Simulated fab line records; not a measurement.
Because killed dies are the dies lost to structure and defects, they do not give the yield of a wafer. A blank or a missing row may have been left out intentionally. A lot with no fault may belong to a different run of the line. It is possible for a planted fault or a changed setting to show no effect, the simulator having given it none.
Comparing a struck lot with a sound one | flow sky130 | 18 out of 708 route steps
Sound: wafers L683.2, L683.3, L683.5. Wafers L691.3, L691.5, L691.6 were the ones struck. The cause comes at the end.
Per side, at each step with rows, come the tool, then ch with its chambers, and then its first start. Under that, the readings that differ: sound wafers | struck wafers | difference of the means | sigmas: that difference in standard deviations of wafers without a fault.
alike: a reading whose means differ by less than 2 such deviations, as well as words and numbers matching on both sides. not compared: withheld readings; readings where some wafer has no value; bounds like >300 that might hide an equal value; numbers whose values overlap and for which the record gives no deviation.
The two part at a step that has a row with sigmas, a row that says differs or no value, or rows on one side only. Numbers that have no deviation but don't overlap get no sigmas and don't part them. Lack of a reading on every wafer of one side parts them only where that side has two or more wafers.

first, 3 steps without rows for these wafers: SKY_VT_ADJUST_HVTP_EXPOSE_04 (exposes mask HVTPM, target cd 380 nm); SKY_VT_ADJUST_HVTP_PEB_05; SKY_VT_ADJUST_HVTP_DEVELOP_06 (develop time 60 s).
SKY_VT_ADJUST_HVTP_CD_MEAS_07: target cd 380 nm.
  sound: cd sem-01 at day 8 16:14; struck: cd sem-01 at day 10 21:21
  alike: cd nm
SKY_VT_ADJUST_HVTP_OVL_MEAS_08:
  sound: overlay-02 at day 8 16:20; struck: overlay-02 at day 10 21:27
  alike: VT_ADJUST_HVTP_OVL
next, for these wafers, 1 step has no rows: SKY_VT_ADJUST_HVTP_IMPLANT_09.
SKY_VT_ADJUST_HVTP_STRIP_10: strips in O2/N2.
  sound on plasma asher-03 ch 0, day 8 16:31; struck on plasma asher-03 ch 0,1, day 10 21:39
  alike: drypump motor current A, oes product au, strip time to endpoint s
  not compared: rf hours counter h
SKY_VT_ADJUST_HVTP_TW_MEAS_11:
  sound: film metro-04 at day 8 16:37; struck: film metro-01 at day 10 21:44
  reading           | sound          | struck         | difference | sigmas
  VT_ADJUST_HVTP_TW | 1345 1343 1346 | 1375 1370 1360 | +24        | +2
then, 4 steps without rows for these wafers: SKY_VT_ADJUST_LVTN_DEHYDRATE_00 (time 60 s); SKY_VT_ADJUST_LVTN_HMDS_01 (prime time 60 s); SKY_VT_ADJUST_LVTN_COAT_02 (resist thk 3000 nm); SKY_VT_ADJUST_LVTN_SOFTBAKE_03.
SKY_VT_ADJUST_LVTN_EXPOSE_04: exposes mask NWM COMPLEMENT LESS NATIVE, target cd 840 nm.
  sound on iline stepper-02 ch 0, day 9 03:36; struck on iline stepper-02 ch 0, day 11 09:32
  reading                                | sound             | struck            | difference | sigmas
  model.VT_ADJUST_LVTN.overlay x nm (nm) | 1.441 1.441 1.441 | 189.9 189.9 189.9 | +188.5     |
  alike: mask
then, 2 steps without rows for these wafers: SKY_VT_ADJUST_LVTN_PEB_05; SKY_VT_ADJUST_LVTN_DEVELOP_06 (develop time 60 s).
SKY_VT_ADJUST_LVTN_OVL_MEAS_07:
  sound: overlay-01 at day 9 14:19; struck: overlay-02 at day 11 21:53
  reading                 | sound       | struck            | difference | sigmas
  VT_ADJUST_LVTN_OVL (nm) | 0.8 0.3 0.4 | 188.7 189.2 190.0 | +188.8     | +99 or more
next, for these wafers, 1 step has no rows: SKY_VT_ADJUST_LVTN_IMPLANT_08.
-- here the record skips 38 days between the struck wafers' starts before and after, leaving off in module VT_ADJUST_LVTN and picking up in module PAD_OPEN (first step shown: number 708 of the route) --
SKY_PAD_OPEN_PROBE_99:
  sound: prober-01 at day 48 15:55; struck: prober-01 at day 50 06:07
  alike: killed_at_M0_to_M3, killed_at_M4_up, killed at contacts, killed at front end, killed at other, killed dies, killed on rim, killed open, killed short
  not compared: model.etest.sram pfet latch.off log10 a um, model.etest.sram pfet latch.vt sat v, model.etest.sram pfet latch.vt v

== WHERE THEY PART ==
Last at SKY_VT_ADJUST_LVTN_OVL_MEAS_07 as far as this record goes, first at SKY_VT_ADJUST_HVTP_TW_MEAS_11. Later steps at which nothing parts them and some readings are alike: SKY_PAD_OPEN_PROBE_99.

WHY: the cause the simulator had injected
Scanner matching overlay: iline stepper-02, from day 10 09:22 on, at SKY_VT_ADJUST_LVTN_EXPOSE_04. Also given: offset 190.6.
